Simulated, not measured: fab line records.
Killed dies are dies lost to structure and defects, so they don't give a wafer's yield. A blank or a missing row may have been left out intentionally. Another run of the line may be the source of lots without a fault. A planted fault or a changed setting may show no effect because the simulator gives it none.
fab line records	flow sky130
record lots=5	wafers=23
route steps=708 shown POLY_CUT@309 SD_P@326 SD_N@348 LI_CONTACT@362 VIA1@472
start-h: start of the lot's first displayed wafer, in hours after the record's first day	wait-h: how many hours have passed since the lot's step before this one	" identical to the entry in the row above	L1.1+2: a row that stands for several wafers	- no value, or no start was given	* or withheld: withheld	< > ~ a bound
route shown NAME@n: a module of which the file shows steps, and the number in the route of the first	usual: mean and standard deviation over wafers with no fault	same: alike in all rows	chamber/n: place in a boat	sites: readings site by site	_std_site: the standard deviation of these	_edge_site: the outer-site mean with the inner-site mean subtracted	radius-mm: how far each site lies from the wafer's centre	mask NAME#n: copy n	behind: the most recent tool/chamber to have shaped the wafer	hold: reason for holding the lot/hours on hold/outcome of the hold	device: the n, p or np transistor that did not switch	end of line: the route-end tests of the same wafers	step lacking rows: just its recipe	killed: dies lost to structure and defects at the first sort, not the wafer's yield	map: a wafer's dies, x killed, . not, _ none there
set.NAME: the setting as run; set.NAME@STEP: as run at that earlier step	model.NAME: the simulator's own value behind a step, which no gauge read
lots with deliberately changed settings; one table per step, one row per wafer
## steps
# step SKY_POLY_CUT_COAT_02
# recipe resist=BARC	temp-c=withheld	time-s=withheld	spin-rpm=3000	resist-thk-nm=60
lot.wafer	tool	chamber	start-h	wait-h	set.resist-thk-nm
L075.1+2+6	litho-track-01	0	560.66	0.1	60
L075.4+5	"	0	"	"	61.61
L076.2+5+6	litho-track-04	0	563.25	0.1	60
L081.1+5	litho-track-02	0	615.06	0.1	61.82
L081.2+3+4	"	0	"	"	60
L083.1+2+3	litho-track-01	0	620.91	0.1	62.68
L083.4+6	"	0	"	"	60
L085.1+3+4+5+6	litho-track-01	0	645.51	0.1	60
# step SKY_POLY_CUT_ETCH_10
# recipe chemistry=N2/H2	target=BARC	ion-energy-ev=200	source-w=500	bias-w=100	pressure-mtorr=30	n2-flow-sccm=100	h2-flow-sccm=200	stop-on=SiO2	time-s=45.9	target-depth-a=600
# usual oes-product-au=0.854/0.0049
lot.wafer	tool	chamber	start-h	wait-h	set.bias-w	set.resist-thk-nm@POLY_CUT_COAT_02	oes-product-au
L075.1	rie-diel-04	3	576.67	0.0	100	60	0.864
L075.2	"	2	"	"	92.95	60	0.851
L075.4	"	0	"	"	100	61.61	0.874
L075.5	"	2	"	"	92.95	61.61	0.880
L075.6	"	1	"	"	92.95	60	0.862
L076.2	rie-diel-01	1	578.37	0.0	100	60	0.857
L076.5	"	1	"	"	100	60	0.854
L076.6	"	2	"	"	100	60	0.844
L081.1	rie-diel-04	0	630.43	0.0	91.3	61.82	0.874
L081.2	"	2	"	"	100	60	0.854
L081.3	"	1	"	"	91.3	60	0.851
L081.4	"	3	"	"	100	60	0.862
L081.5	"	2	"	"	100	61.82	0.865
L083.1	rie-diel-01	1	636.37	0.0	96.67	62.68	0.874
L083.2	"	0	"	"	100	62.68	0.881
L083.3	"	2	"	"	100	62.68	0.876
L083.4	"	0	"	"	96.67	60	0.855
L083.6	"	1	"	"	96.67	60	0.854
L085.1	rie-diel-01	1	660.32	0.0	100	60	0.858
L085.3	"	3	"	"	110.4	60	0.846
L085.4	"	0	"	"	110.4	60	0.856
L085.5	"	2	"	"	100	60	0.850
L085.6	"	3	"	"	110.4	60	0.856
# step SKY_SD_P_DEVELOP_06
# recipe resist=NOVOLAK	developer=TMAH	develop-time-s=60	dev-temp-c=23
lot.wafer	tool	chamber	start-h	wait-h	set.dev-temp-c
L075.1+6	litho-track-03	0	605.49	0.1	21.4
L075.2+4+5	"	0	"	"	23
L076.2+5+6	litho-track-01	0	607.84	0.1	23
L081.1+4	litho-track-03	0	658.49	0.1	23
L081.2+3+5	"	0	"	"	26.11
L083.1+2	litho-track-02	0	664.61	0.1	24.71
L083.3+4+6	"	0	"	"	23
L085.1+3+5	litho-track-01	0	688.31	0.1	21.44
L085.4+6	"	0	"	"	23
# step SKY_SD_P_CD_MEAS_07
# recipe target-cd-nm=380
# usual cd-nm=380.6/2.4
lot.wafer	tool	chamber	start-h	wait-h	set.dev-temp-c@SD_P_DEVELOP_06	cd-nm
L075.1	cd-sem-02	-	605.64	0.1	21.4	383.9
L075.2	"	-	"	"	23	381.8
L075.4	"	-	"	"	23	379.7
L075.5	"	-	"	"	23	380.6
L075.6	"	-	"	"	21.4	387.3
L076.2	cd-sem-02	-	607.98	0.1	23	377.7
L076.5	"	-	"	"	23	381.2
L076.6	"	-	"	"	23	381.5
L081.1	cd-sem-01	-	658.64	0.1	23	382.7
L081.2	"	-	"	"	26.11	372.4
L081.3	"	-	"	"	26.11	373.8
L081.4	"	-	"	"	23	384.9
L081.5	"	-	"	"	26.11	372.5
L083.1	cd-sem-01	-	664.76	0.1	24.71	377.0
L083.2	"	-	"	"	24.71	379.6
L083.3	"	-	"	"	23	382.1
L083.4	"	-	"	"	23	380.8
L083.6	"	-	"	"	23	383.6
L085.1	cd-sem-02	-	688.46	0.1	21.44	384.9
L085.3	"	-	"	"	21.44	384.9
L085.4	"	-	"	"	23	379.0
L085.5	"	-	"	"	21.44	383.2
L085.6	"	-	"	"	23	378.9
# step SKY_SD_N_DEVELOP_06
# recipe resist=NOVOLAK	developer=TMAH	develop-time-s=60	dev-temp-c=23
lot.wafer	tool	chamber	start-h	wait-h	set.dev-temp-c
L075.1+2	litho-track-03	0	664.09	0.1	23
L075.4+5+6	"	0	"	"	21.97
L076.2+5+6	litho-track-04	0	666.90	0.1	23
L081.1+3+4	litho-track-01	0	714.51	0.1	23
L081.2+5	"	0	"	"	21.63
L083.1+2+3	litho-track-04	0	719.97	0.1	23
L083.4+6	"	0	"	"	20.45
L085.1+4+6	litho-track-01	0	743.11	0.1	23
L085.3+5	"	0	"	"	20.7
# step SKY_SD_N_CD_MEAS_07
# recipe target-cd-nm=380
# usual cd-nm=378.1/2.4
lot.wafer	tool	chamber	start-h	wait-h	set.dev-temp-c@SD_N_DEVELOP_06	cd-nm
L075.1	cd-sem-02	-	664.24	0.1	23	379.9
L075.2	"	-	"	"	23	379.5
L075.4	"	-	"	"	21.97	383.8
L075.5	"	-	"	"	21.97	382.0
L075.6	"	-	"	"	21.97	381.8
L076.2	cd-sem-02	-	667.04	0.1	23	380.9
L076.5	"	-	"	"	23	382.4
L076.6	"	-	"	"	23	382.3
L081.1	cd-sem-01	-	714.66	0.1	23	376.2
L081.2	"	-	"	"	21.63	380.0
L081.3	"	-	"	"	23	375.6
L081.4	"	-	"	"	23	376.5
L081.5	"	-	"	"	21.63	382.3
L083.1	cd-sem-02	-	720.12	0.1	23	378.3
L083.2	"	-	"	"	23	374.9
L083.3	"	-	"	"	23	375.7
L083.4	"	-	"	"	20.45	384.9
L083.6	"	-	"	"	20.45	383.8
L085.1	cd-sem-02	-	743.26	0.1	23	377.9
L085.3	"	-	"	"	20.7	382.7
L085.4	"	-	"	"	23	378.2
L085.5	"	-	"	"	20.7	386.1
L085.6	"	-	"	"	23	379.0
# step SKY_SD_N_IMPLANT_10
# recipe species=P	energy-kev=20	dose-cm2=1e+14	tilt-deg=0
lot.wafer	tool	chamber	start-h	wait-h	set.energy-kev	model.implant.rp-nm	model.implant.drp-nm
L075.1+5+6	implanter-04	0	664.54	0.1	20.94	28.86	13.36
L075.2+4	"	0	"	"	20	27.98	13
L076.2+5+6	implanter-03	0	667.35	0.1	20	27.29	13
L081.1+2+4	implanter-03	0	714.97	0.1	19.43	26.95	12.77
L081.3+5	"	0	"	"	20	27.48	13
L083.1+2+6	implanter-01	0	720.43	0.1	20	28.47	13
L083.3+4	"	0	"	"	19.04	27.54	12.62
L085.1+5+6	implanter-04	0	743.57	0.1	20	27.86	13
L085.3+4	"	0	"	"	21.1	28.89	13.42
# step SKY_LI_CONTACT_HDPCVD_00
# recipe material=PSG	target-thk-nm=930	sigma-open-frac=0.3	time-s=155	temp-c=600	sih4-flow-sccm=60	pressure-mtorr=6
lot.wafer	tool	chamber	start-h	wait-h	set.time-s	model.PSG_of_LI_CONTACT_HDPCVD_00.thk-nm
L075.1	hdpcvd-01	0	665.46	0.0	155	943.5
L075.2	"	1	"	"	138	822.2
L075.4	"	1	"	"	155	927.3
L075.5	"	0	"	"	155	945.8
L075.6	"	2	"	"	138	845.6
L076.2	hdpcvd-02	0	668.34	0.0	155	933.6
L076.5	"	1	"	"	155	930.8
L076.6	"	2	"	"	155	928.5
L081.1	hdpcvd-02	1	715.88	0.0	177.4	1060
L081.2	"	0	"	"	155	929.2
L081.3	"	2	"	"	155	923.3
L081.4	"	2	"	"	177.4	1062
L081.5	"	1	"	"	177.4	1058
L083.1	hdpcvd-02	1	721.34	0.0	155	927.7
L083.2	"	0	"	"	170.1	1033
L083.3	"	2	"	"	170.1	1017
L083.4	"	0	"	"	155	935.3
L083.6	"	1	"	"	170.1	1018
L085.1	hdpcvd-01	2	744.52	0.0	155	931.8
L085.3	"	0	"	"	155	936.4
L085.4	"	1	"	"	155	923.4
L085.5	"	0	"	"	155	934.7
L085.6	"	2	"	"	155	924.1
# step SKY_LI_CONTACT_THK_MEAS_01
# recipe reads=PSG_of_LI_CONTACT_HDPCVD_00
# usual LI_CONTACT_HDPCVD_THK=930/7.9
lot.wafer	tool	chamber	start-h	wait-h	set.time-s@LI_CONTACT_HDPCVD_00	LI_CONTACT_HDPCVD_THK[nm]
L075.1	film-metro-01	-	665.56	0.1	155	944
L075.2	"	-	"	"	138	822
L075.4	"	-	"	"	155	927
L075.5	"	-	"	"	155	945
L075.6	"	-	"	"	138	846
L076.2	film-metro-01	-	668.45	0.1	155	934
L076.5	"	-	"	"	155	931
L076.6	"	-	"	"	155	928
L081.1	film-metro-02	-	715.98	0.1	177.4	1060
L081.2	"	-	"	"	155	930
L081.3	"	-	"	"	155	924
L081.4	"	-	"	"	177.4	1062
L081.5	"	-	"	"	177.4	1058
L083.1	film-metro-01	-	721.44	0.1	155	927
L083.2	"	-	"	"	170.1	1033
L083.3	"	-	"	"	170.1	1017
L083.4	"	-	"	"	155	936
L083.6	"	-	"	"	170.1	1019
L085.1	film-metro-04	-	744.62	0.1	155	932
L085.3	"	-	"	"	155	937
L085.4	"	-	"	"	155	924
L085.5	"	-	"	"	155	934
L085.6	"	-	"	"	155	924
# step SKY_LI_CONTACT_CMP_02
# recipe material=PSG	down-force-psi=4	platen-rpm=60	pad-velocity-m-s=0.94248
# usual time-to-endpoint-s=35/3.4
lot.wafer	tool	chamber	start-h	wait-h	set.time-s@LI_CONTACT_HDPCVD_00	time-to-endpoint-s
L075.1	cmp-02	3	665.62	0.1	155	37
L075.2	"	1	"	"	138	21
L075.4	"	2	"	"	155	34
L075.6	"	3	"	"	138	28
L075.5	"	0	"	"	155	39
L076.2	cmp-01	2	668.65	0.2	155	35
L076.6	"	3	"	"	155	39
L076.5	"	0	"	"	155	37
L081.3	cmp-02	3	716.04	0.0	155	37
L081.1	"	0	"	"	177.4	47
L081.2	"	1	"	"	155	30
L081.4	"	2	"	"	177.4	45
L081.5	"	3	"	"	177.4	50
L083.2	cmp-02	3	721.50	0.0	170.1	48
L083.4	"	0	"	"	155	34
L083.1	"	1	"	"	155	32
L083.3	"	2	"	"	170.1	41
L083.6	"	0	"	"	170.1	44
L085.3	cmp-02	2	744.68	0.0	155	31
L085.4	"	3	"	"	155	37
L085.1	"	0	"	"	155	35
L085.6	"	2	"	"	155	32
L085.5	"	3	"	"	155	35
# step SKY_LI_CONTACT_EXPOSE_09
# recipe mask-id=LICM1	na=0.8	source-shape=annular	sigma-inner=0.55	sigma-outer=0.85	target-cd-nm=170	dose-mj=38
lot.wafer	tool	chamber	start-h	wait-h	mask	set.dose-mj
L075.1+5	krf-scanner-02	0	-	-	LICM1#0	38
L075.2+4+6	"	0	"	"	LICM1#0	36.32
L076.2+5+6	krf-scanner-01	0	-	-	LICM1#0	38
L081.1+2+3	krf-scanner-01	0	-	-	LICM1#0	38
L081.4+5	"	0	"	"	LICM1#0	35.21
L083.1+3+4	krf-scanner-02	0	-	-	LICM1#0	38
L083.2+6	"	0	"	"	LICM1#0	36.41
L085.1+5	krf-scanner-02	0	-	-	LICM1#0	38
L085.3+4+6	"	0	"	"	LICM1#0	37.29
# step SKY_LI_CONTACT_PEB_10
# recipe peb-temp-c=withheld	peb-time-s=withheld	resist=KrF-thick
# step SKY_LI_CONTACT_DEVELOP_11
# recipe develop-time-s=60	resist=KrF-thick	dev-temp-c=21
# step SKY_LI_CONTACT_CD_MEAS_12
# recipe target-cd-nm=170
# usual cd-nm=170.2/1.3
lot.wafer	tool	chamber	start-h	wait-h	set.dose-mj@LI_CONTACT_EXPOSE_09	cd-nm
L075.1	cd-sem-01	-	693.91	-	38	170.0
L075.2	"	-	"	"	36.32	161.3
L075.4	"	-	"	"	36.32	161.9
L075.5	"	-	"	"	38	169.7
L075.6	"	-	"	"	36.32	160.2
L076.2	cd-sem-02	-	696.98	-	38	169.8
L076.5	"	-	"	"	38	171.5
L076.6	"	-	"	"	38	170.5
L081.1	cd-sem-02	-	743.76	-	38	170.0
L081.2	"	-	"	"	38	169.1
L081.3	"	-	"	"	38	170.8
L081.4	"	-	"	"	35.21	154.2
L081.5	"	-	"	"	35.21	156.2
L083.1	cd-sem-02	-	748.76	-	38	167.1
L083.2	"	-	"	"	36.41	159.7
L083.3	"	-	"	"	38	169.3
L083.4	"	-	"	"	38	169.4
L083.6	"	-	"	"	36.41	159.6
L085.1	cd-sem-02	-	772.01	-	38	170.6
L085.3	"	-	"	"	37.29	168.8
L085.4	"	-	"	"	37.29	166.1
L085.5	"	-	"	"	38	171.7
L085.6	"	-	"	"	37.29	168.4
# step SKY_LI_CONTACT_ETCH_14
# recipe chemistry=N2/H2	target=BARC	ion-energy-ev=200	source-w=500	bias-w=100	pressure-mtorr=30	n2-flow-sccm=100	h2-flow-sccm=200	stop-on=SiO2	time-s=45.9	target-depth-a=600
lot.wafer	tool	chamber	start-h	wait-h	set.dose-mj@LI_CONTACT_EXPOSE_09	model.LI_CONTACT.cd-nm
L075.1	rie-diel-03	2	694.07	0.0	38	170.7
L075.2+4	"	1,0	"	"	36.32	162.2
L075.5	"	2	"	"	38	170.3
L075.6	"	3	"	"	36.32	161
L076.2	rie-diel-03	1	697.12	0.0	38	170.6
L076.5	"	0	"	"	38	172.1
L076.6	"	1	"	"	38	171.6
L081.1	rie-diel-03	2	743.92	0.0	38	169.6
L081.2	"	1	"	"	38	170.7
L081.3	"	0	"	"	38	171
L081.4	"	3	"	"	35.21	154
L081.5	"	3	"	"	35.21	156.6
L083.1	rie-diel-01	3	748.92	0.0	38	167.4
L083.2	"	0	"	"	36.41	160.4
L083.3	"	1	"	"	38	170.5
L083.4	"	2	"	"	38	169.1
L083.6	"	2	"	"	36.41	159
L085.1	rie-diel-02	1	772.17	0.0	38	171.1
L085.3	"	2	"	"	37.29	168.5
L085.4	"	0	"	"	37.29	165
L085.5	"	1	"	"	38	172.7
L085.6	"	2	"	"	37.29	168.1
# step SKY_LI_CONTACT_CVD_21
# recipe material=W	target-thk-nm=400	time-s=120.56	temp-c=400	pressure-torr=40
lot.wafer	tool	chamber	start-h	wait-h	set.temp-c	model.W_of_LI_CONTACT_CVD_21.thk-nm
L075.1	cvd-w-02	1	694.64	0.0	400	406.4
L075.2	"	0	"	"	400	393.9
L075.4	"	0	"	"	400	398.2
L075.5	"	1	"	"	394	361.1
L075.6	"	0	"	"	394	357.1
L076.2	cvd-w-01	0	697.68	0.0	400	393.1
L076.5	"	1	"	"	400	408
L076.6	"	0	"	"	400	390.5
L081.1	cvd-w-02	1	744.48	0.0	400	412.9
L081.2	"	0	"	"	400	403.8
L081.3	"	0	"	"	400	402.7
L081.4	"	1	"	"	400	411.9
L081.5	"	1	"	"	400	413
L083.1	cvd-w-02	1	749.48	0.0	388.6	331.8
L083.2	"	0	"	"	400	404
L083.3	"	1	"	"	400	405.6
L083.4	"	0	"	"	388.6	322.8
L083.6	"	1	"	"	388.6	334.5
L085.1	cvd-w-02	1	772.73	0.0	406.1	454.9
L085.3	"	1	"	"	400	405
L085.4	"	0	"	"	406.1	444
L085.5	"	0	"	"	400	396.1
L085.6	"	1	"	"	400	401.6
# step SKY_LI_CONTACT_RS_MEAS_22
# recipe thk-meas-gauge=four-point-probe	reads=W_of_LI_CONTACT_CVD_21+TiN_of_LI_CONTACT_SPUTTER_20+Ti_of_LI_CONTACT_SPUTTER_19
# usual LI_CONTACT_W_RS=0.282/0.0044
lot.wafer	tool	chamber	start-h	wait-h	set.temp-c@LI_CONTACT_CVD_21	LI_CONTACT_W_RS[ohm/sq]
L075.1	film-metro-01	-	694.77	0.1	400	0.280
L075.2	"	-	"	"	400	0.289
L075.4	"	-	"	"	400	0.285
L075.5	"	-	"	"	394	0.315
L075.6	"	-	"	"	394	0.318
L076.2	film-metro-01	-	697.82	0.1	400	0.289
L076.5	"	-	"	"	400	0.279
L076.6	"	-	"	"	400	0.291
L081.1	film-metro-02	-	744.60	0.1	400	0.276
L081.2	"	-	"	"	400	0.282
L081.3	"	-	"	"	400	0.283
L081.4	"	-	"	"	400	0.276
L081.5	"	-	"	"	400	0.276
L083.1	film-metro-01	-	749.60	0.1	388.6	0.343
L083.2	"	-	"	"	400	0.282
L083.3	"	-	"	"	400	0.281
L083.4	"	-	"	"	388.6	0.353
L083.6	"	-	"	"	388.6	0.341
L085.1	film-metro-04	-	772.85	0.1	406.1	0.251
L085.3	"	-	"	"	400	0.281
L085.4	"	-	"	"	406.1	0.257
L085.5	"	-	"	"	400	0.288
L085.6	"	-	"	"	400	0.284
# step SKY_LI_CONTACT_THK_MEAS_23
# recipe thk-meas-gauge=xrf	reads=W_of_LI_CONTACT_CVD_21
# usual LI_CONTACT_W_THK=407/7.2
lot.wafer	tool	chamber	start-h	wait-h	set.temp-c@LI_CONTACT_CVD_21	LI_CONTACT_W_THK[nm]
L075.1	film-metro-01	-	694.89	0.1	400	407
L075.2	"	-	"	"	400	398
L075.4	"	-	"	"	400	400
L075.5	"	-	"	"	394	363
L075.6	"	-	"	"	394	359
L076.2	film-metro-01	-	697.93	0.1	400	397
L076.5	"	-	"	"	400	413
L076.6	"	-	"	"	400	395
L081.1	film-metro-02	-	744.72	0.1	400	413
L081.2	"	-	"	"	400	402
L081.3	"	-	"	"	400	401
L081.4	"	-	"	"	400	411
L081.5	"	-	"	"	400	412
L083.1	film-metro-01	-	749.72	0.1	388.6	335
L083.2	"	-	"	"	400	409
L083.3	"	-	"	"	400	408
L083.4	"	-	"	"	388.6	327
L083.6	"	-	"	"	388.6	338
L085.1	film-metro-04	-	772.97	0.1	406.1	461
L085.3	"	-	"	"	400	410
L085.4	"	-	"	"	406.1	448
L085.5	"	-	"	"	400	401
L085.6	"	-	"	"	400	402
# step SKY_VIA1_ETCH_14
# recipe chemistry=N2/H2	target=BARC	ion-energy-ev=200	source-w=500	bias-w=100	pressure-mtorr=30	n2-flow-sccm=100	h2-flow-sccm=200	stop-on=SiO2	time-s=45.9	target-depth-a=600
# usual oes-product-au=0.855/0.0036
lot.wafer	tool	chamber	start-h	wait-h	set.time-s	oes-product-au	model.KrF-thick_of_VIA1_COAT_07.thk-nm
L075.1	rie-diel-04	2	809.74	0.0	45.9	0.860	395.9
L075.2	"	3	"	"	40.56	0.924	400.5
L075.4	"	2	"	"	45.9	0.857	395.1
L075.5	"	3	"	"	40.56	0.924	399.5
L075.6	"	1	"	"	40.56	0.916	399.9
L076.2	rie-diel-02	0	811.48	0.0	45.9	0.856	395.2
L076.5	"	2	"	"	45.9	0.852	393.7
L076.6	"	3	"	"	45.9	0.854	394.1
L081.1	rie-diel-04	1	856.32	0.0	45.9	0.850	397.9
L081.2	"	0	"	"	45.9	0.872	393.4
L081.3	"	3	"	"	50.29	0.840	392.8
L081.4	"	2	"	"	50.29	0.846	393.2
L081.5	"	0	"	"	50.29	0.843	391.4
L083.1	rie-diel-02	0	860.58	0.0	39.41	0.936	399.2
L083.2	"	3	"	"	45.9	0.878	392.2
L083.3	"	2	"	"	45.9	0.871	392.2
L083.4	"	1	"	"	39.41	0.928	400.3
L083.6	"	1	"	"	45.9	0.852	392.6
L085.1	rie-diel-03	3	882.63	0.0	45.9	0.854	396.1
L085.3	"	0	"	"	45.9	0.857	395.7
L085.4	"	1	"	"	40.57	0.896	400.4
L085.5	"	1	"	"	40.57	0.884	400.8
L085.6	"	2	"	"	45.9	0.826	396
# step SKY_VIA1_ETCH_15
# recipe target=SiO2	chemistry=C4F8/O2/Ar	target-depth-nm=351	stop-on=TiN	mask-material=KrF-thick	source-w=1500	bias-w=1200	pressure-mtorr=40	c4f8-flow-sccm=withheld	O2_flow_sccm=6	Ar_flow_sccm=300	time-s=54
lot.wafer	tool	chamber	start-h	wait-h	set.time-s@VIA1_ETCH_14	model.KrF-thick_of_VIA1_COAT_07.thk-nm
L075.1	rie-diel-04	2	809.78	0.0	45.9	325.9
L075.2	"	3	"	"	40.56	329.9
L075.4	"	2	"	"	45.9	325.3
L075.5	"	3	"	"	40.56	328.5
L075.6	"	1	"	"	40.56	329.4
L076.2	rie-diel-02	0	811.52	0.0	45.9	324
L076.5	"	2	"	"	45.9	322.7
L076.6	"	3	"	"	45.9	321.4
L081.1	rie-diel-04	1	856.36	0.0	45.9	327.4
L081.2	"	0	"	"	45.9	322.6
L081.3	"	3	"	"	50.29	322.3
L081.4	"	2	"	"	50.29	323
L081.5	"	0	"	"	50.29	320.1
L083.1	rie-diel-02	0	860.62	0.0	39.41	329
L083.2	"	3	"	"	45.9	320.3
L083.3	"	2	"	"	45.9	321.5
L083.4	"	1	"	"	39.41	329.3
L083.6	"	1	"	"	45.9	321.1
L085.1	rie-diel-03	3	882.67	0.0	45.9	324.3
L085.3	"	0	"	"	45.9	324.8
L085.4	"	1	"	"	40.57	329
L085.5	"	1	"	"	40.57	329.3
L085.6	"	2	"	"	45.9	326.1
# step SKY_VIA1_SPUTTER_20
# recipe material=TiN	target-thk-nm=20	chamber-pressure-pa=5	power-w=4000	time-s=80
lot.wafer	tool	chamber	start-h	wait-h	set.time-s	model.TiN_of_VIA1_SPUTTER_20.thk-nm
L075.1	pvd-sputter-04	-	810.50	0.0	71.37	17.9
L075.2	"	-	"	"	71.37	17.4
L075.4	"	-	"	"	80	20.07
L075.5	"	-	"	"	71.37	18.17
L075.6	"	-	"	"	80	20.28
L076.2	pvd-sputter-03	-	812.25	0.0	80	20.18
L076.5	"	-	"	"	80	20.15
L076.6	"	-	"	"	80	20.61
L081.1	pvd-sputter-02	-	857.04	0.0	80	20.03
L081.2	"	-	"	"	80	20.3
L081.3	"	-	"	"	80	20.26
L081.4	"	-	"	"	80	20.56
L081.5	"	-	"	"	80	20.39
L083.1	pvd-sputter-04	-	861.26	0.0	80	20.19
L083.2	"	-	"	"	80	19.78
L083.3	"	-	"	"	80	19.9
L083.4	"	-	"	"	80	19.6
L083.6	"	-	"	"	80	19.57
L085.1	pvd-sputter-04	-	883.35	0.0	86.23	21.44
L085.3	"	-	"	"	86.23	21.59
L085.4	"	-	"	"	80	20.46
L085.5	"	-	"	"	86.23	21.92
L085.6	"	-	"	"	80	19.88
## key
split step=SKY_POLY_CUT_COAT_02	setting=resist-thk-nm	stated=60	by=wafer
response step=SKY_POLY_CUT_ETCH_10	reading=oes-product-au	change=+0.00531	per=1%	r=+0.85
split step=SKY_POLY_CUT_ETCH_10	setting=bias-w	stated=100	by=wafer
response none clear
split step=SKY_SD_P_DEVELOP_06	setting=dev-temp-c	stated=23	by=wafer
response step=SKY_SD_P_CD_MEAS_07	reading=cd-nm	change=-0.744	per=1%	r=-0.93
split step=SKY_SD_N_DEVELOP_06	setting=dev-temp-c	stated=23	by=wafer
response step=SKY_SD_N_CD_MEAS_07	reading=cd-nm	change=-0.691	per=1%	r=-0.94
split step=SKY_SD_N_IMPLANT_10	setting=energy-kev	stated=20	by=wafer
response step=SKY_SD_N_IMPLANT_10	reading=model.implant.rp-nm	change=+0.189	per=1%	r=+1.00
response step=SKY_SD_N_IMPLANT_10	reading=model.implant.drp-nm	change=+0.0782	per=1%	r=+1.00
split step=SKY_LI_CONTACT_HDPCVD_00	setting=time-s	stated=155	by=wafer
response step=SKY_LI_CONTACT_HDPCVD_00	reading=model.PSG_of_LI_CONTACT_HDPCVD_00.thk-nm	change=+9.36	per=1%	r=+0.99
response step=SKY_LI_CONTACT_THK_MEAS_01	reading=LI_CONTACT_HDPCVD_THK	change=+9.32	per=1%	r=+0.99
response step=SKY_LI_CONTACT_CMP_02	reading=time-to-endpoint-s	change=*	per=1%	r=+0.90
split step=SKY_LI_CONTACT_EXPOSE_09	setting=dose-mj	stated=38	by=wafer
response step=SKY_LI_CONTACT_CD_MEAS_12	reading=cd-nm	change=+2.02	per=1%	r=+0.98
response step=SKY_LI_CONTACT_ETCH_14	reading=model.LI_CONTACT.cd-nm	change=+2.1	per=1%	r=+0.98
split step=SKY_LI_CONTACT_CVD_21	setting=temp-c	stated=400	by=wafer
response step=SKY_LI_CONTACT_CVD_21	reading=model.W_of_LI_CONTACT_CVD_21.thk-nm	change=+27.5	per=1%	r=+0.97
response step=SKY_LI_CONTACT_RS_MEAS_22	reading=LI_CONTACT_W_RS	change=-0.0219	per=1%	r=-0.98
response step=SKY_LI_CONTACT_THK_MEAS_23	reading=LI_CONTACT_W_THK	change=+27.6	per=1%	r=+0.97
split step=SKY_VIA1_ETCH_14	setting=time-s	stated=45.9	by=wafer
response step=SKY_VIA1_ETCH_14	reading=oes-product-au	change=-0.00416	per=1%	r=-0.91
response step=SKY_VIA1_ETCH_14	reading=model.KrF-thick_of_VIA1_COAT_07.thk-nm	change=-0.431	per=1%	r=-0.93
response step=SKY_VIA1_ETCH_15	reading=model.KrF-thick_of_VIA1_COAT_07.thk-nm	change=-0.42	per=1%	r=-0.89
split step=SKY_VIA1_SPUTTER_20	setting=time-s	stated=80	by=wafer
response step=SKY_VIA1_SPUTTER_20	reading=model.TiN_of_VIA1_SPUTTER_20.thk-nm	change=+0.209	per=1%	r=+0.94
